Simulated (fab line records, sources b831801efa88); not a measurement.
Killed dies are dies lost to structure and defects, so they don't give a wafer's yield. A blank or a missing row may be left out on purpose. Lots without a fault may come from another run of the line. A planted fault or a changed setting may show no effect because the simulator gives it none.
One fault seen from 2 desks | flow gf180mcu | each desk has only its own numbers; what lay behind them comes last

THE TOOL OWNER'S DESK: litho_track-01
The tool's own readings at GF_HV_LDD_COAT_14 (resist thk 1000 nm): means of the sampled wafers that have a number, for each lot that ran on this tool. A lot is out of limits, marked OUT, if its mean lies more than 4 standard deviations from the usual mean; the brackets give that distance.
Columns: A = spin_speed_rpm at GF_HV_LDD_COAT_14, usual 2999.7 rpm
lot  | first seen here | A
L531 | day 11 07:25    | 2999.8
L537 | day 12 22:46    | 2999.5
L541 | day 14 08:44    | 2999.5
L546 | day 16 00:23    | 3000.1
L549 | day 17 05:26    | 3192.3 (+96) OUT
L551 | day 17 17:04    | 3192.3 (+96) OUT
This desk's finding: out of limits on L549, L551; first on L549, day 17 05:26 (spin_speed_rpm at GF_HV_LDD_COAT_14). In limits: L531, L537, L541, L546.

THE METROLOGY DESK
What the gauges read, lot by lot, whatever tool the lot ran on: means of the sampled wafers that have a number. A lot is out of limits, marked OUT, if its mean lies more than 4 standard deviations from the usual mean; the brackets give that distance.
Columns: A = VT_IMPLANT_TW at GF_VT_IMPLANT_TW_MEAS_10, usual 565.6; B = cd_nm at GF_V1_CD_MEAS_14, usual 260.2 nm
lot  | first seen here | A     | B
L530 | day 5 22:08     | 568.4 | 261.6
L531 | day 6 08:04     | 565.2 | 259.5
L532 | day 6 15:44     | 567.5 | 260.3
L533 | day 6 18:46     | 563.5 | 259.8
L534 | day 6 22:31     | 562.1 | 259.6
L537 | day 7 16:53     | 568.9 | 260.8
L538 | day 7 23:11     | 569.0 | 258.6
L541 | day 8 21:46     | 568.1 | 262.3
L546 | day 10 01:13    | 566.4 | 260.4
L547 | day 10 07:34    | 563.1 | 260.4
L549 | day 10 22:32    | 565.0 | 261.5
L551 | day 11 11:35    | 567.2 | 260.9
L552 | day 11 15:54    | 562.7 | 259.7
This desk's finding: nothing out of limits on any of the 13 lots.

PUT TOGETHER
The tool owner's desk could have raised an alarm at day 17 05:26, on L549, L551.
The metrology desk saw nothing out of limits.
The metrology desk has L549, L551 on record, within its limits.
Of the lots named, all ran GF_HV_LDD_COAT_14 on litho_track-01.

WHAT THE SIMULATOR HAD PUT IN
Process parameter drift: litho_track-01, from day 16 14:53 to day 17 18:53, at GF_HV_LDD_COAT_14. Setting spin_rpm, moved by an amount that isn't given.
Lots struck among those shown: L549, L551.
Hours from the fault's start to each desk's first reading out of limits: the tool owner's desk, 15.
